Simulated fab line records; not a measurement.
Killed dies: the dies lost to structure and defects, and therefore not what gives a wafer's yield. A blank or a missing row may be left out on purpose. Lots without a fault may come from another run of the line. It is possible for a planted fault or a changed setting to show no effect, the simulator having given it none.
Comparing a struck lot with a sound one -- flow sfq line -- 21 out of 325 route steps
Sound: wafers L681.1, L681.3, L681.5. Struck: wafers L679.1, L679.3, L679.5. At the end, the cause is stated.
Each step with rows lists, per side, the tool, then ch with its chambers, then its first start. Under that, the readings that differ: sound wafers -- struck wafers -- difference of the means -- sigmas: that difference in standard deviations of wafers without a fault.
alike: a reading whose means differ by less than 2 such deviations, as well as words and numbers matching on both sides. not compared: withheld readings; readings where some wafer has no value; bounds like >300 that might hide an equal value; numbers whose values overlap and for which the record gives no deviation.
The two part at a step that has a row with sigmas, a row that says differs or no value, or rows on one side only. Numbers that don't overlap but have no deviation are shown without sigmas and don't part them. Lack of a reading on every wafer of one side parts them only where that side has two or more wafers.

first, 3 steps without rows for these wafers: SFQ_TRILAYER_M1_LITHO_EXPOSE_040 (exposes mask M1, target cd 500 nm); SFQ_TRILAYER_M1_LITHO_PEB_042 (peb time 60 s); SFQ_TRILAYER_M1_LITHO_DEVELOP_041 (time 60 s).
SFQ_M1_OVL_MEAS_911:
  struck on overlay-01, day 29 12:31; sound on overlay-01, day 29 19:43
  alike: M1_OVL
SFQ_TRILAYER_M1_BARC_OPEN_METAL_ETCH_054: etches BARC in O2, target depth 125 nm, time 41.7 s.
  sound on rie metal-02 ch 0, day 29 19:44; struck on rie metal-02 ch 0,1, day 29 12:32
  alike: drypump motor current A, oes product au, rf fwd power W
  not compared: rf hours counter h
then, 1 step without rows for these wafers: SFQ_TRILAYER_M1_ETCH_METAL_ETCH_042 (etches Nb in Cl2/Ar, stops on SiO2, target depth 240 nm, time 120 s).
SFQ_TRILAYER_M1_STRIP_STRIP_043: strips in O2.
  sound on rie metal-02 ch 0, day 29 19:56; struck on rie metal-02 ch 0,1, day 29 12:44
  alike: drypump motor current A, oes product au
  not compared: rf hours counter h
then, 1 step without rows for these wafers: SFQ_TRILAYER_M1_STRIP_SOLV_CLEAN_044 (cleans in NMP, time 600 s).
SFQ_TRILAYER_I1_DEP_PECVD_045: deposits SiO2 from SiH4/N2O, time 111.11 s, target thk 500 nm.
  sound on pecvd-04 ch 1,2, day 29 20:43; struck on pecvd-04 ch 0,1,2, day 29 13:30
  alike: heater power w, rf fwd power W, throttle valve pct
SFQ_TRILAYER_I1_CMP_CMP_046: polishes SiO2.
  sound on cmp-01 ch 0,1, day 30 01:52; struck on cmp-02 ch 1,3, day 29 16:46
  alike: motor current A, time to endpoint s
SFQ_I1_BOW_MEAS_912:
  struck on film metro-04, day 29 19:46; sound on film metro-01, day 30 04:22
  alike: I1_BOW
next, for these wafers, 1 step has no rows: SFQ_TRILAYER_I1_METRO_MEASURE_047.
SFQ_TRILAYER_I1_VIA_LITHO_COAT_054: resist thk 62 nm.
  sound on litho track-01 ch 0, day 30 05:41; struck on litho track-02 ch 0, day 29 21:05
reading,sound,struck,difference,sigmas
model.BARC_of_TRILAYER_I1_VIA_LITHO_COAT_054.thk nm (nm),62.32 62.16 62.23,73 72.91 72.99,+11,
then, 5 steps without rows for these wafers: SFQ_TRILAYER_I1_VIA_LITHO_COAT_049 (resist thk 650 nm); SFQ_TRILAYER_I1_VIA_LITHO_SOFTBAKE_053; SFQ_TRILAYER_I1_VIA_LITHO_EXPOSE_050 (exposes mask I1, target cd 500 nm); SFQ_TRILAYER_I1_VIA_LITHO_PEB_052 (peb time 60 s); SFQ_TRILAYER_I1_VIA_LITHO_DEVELOP_051 (time 60 s).
-- the record jumps here: 6 days lie between the struck wafers' starts before and after --
SFQ_I1_OVL_MEAS_913:
  struck on overlay-02, day 36 00:50; sound on overlay-02, day 36 08:26
  alike: I1_OVL
SFQ_TRILAYER_I1_VIA_BARC_OPEN_VIA_ETCH_071: etches BARC in O2, target depth 125 nm, time 41.7 s.
  sound on rie diel-01 ch 2,3, day 36 08:28; struck on rie diel-01 ch 1,3, day 36 00:52
reading,sound,struck,difference,sigmas
oes product au (a.u.),0.690 0.703 0.691,0.735 0.744 0.733,+0.043,+8
model.etch.depth nm (nm),62.32 62.16 62.23,73 72.91 72.99,+11,
  alike: drypump motor current A, rf fwd power W
  not compared: rf hours counter h
SFQ_TRILAYER_I1_VIA_ETCH_VIA_ETCH_052: etches SiO2 in CHF3, stops on Nb, target depth 260 nm.
  sound on rie diel-01 ch 2,3, day 36 08:30; struck on rie diel-01 ch 1,3, day 36 00:55
  alike: drypump motor current A, oes product au, rf fwd power W

== WHERE THEY PART ==
At SFQ_TRILAYER_I1_VIA_BARC_OPEN_VIA_ETCH_071 and nowhere else, as far as this record goes. Later steps at which nothing parts them and some readings are alike: SFQ_TRILAYER_I1_VIA_ETCH_VIA_ETCH_052.

WHY: whatever the simulator had introduced
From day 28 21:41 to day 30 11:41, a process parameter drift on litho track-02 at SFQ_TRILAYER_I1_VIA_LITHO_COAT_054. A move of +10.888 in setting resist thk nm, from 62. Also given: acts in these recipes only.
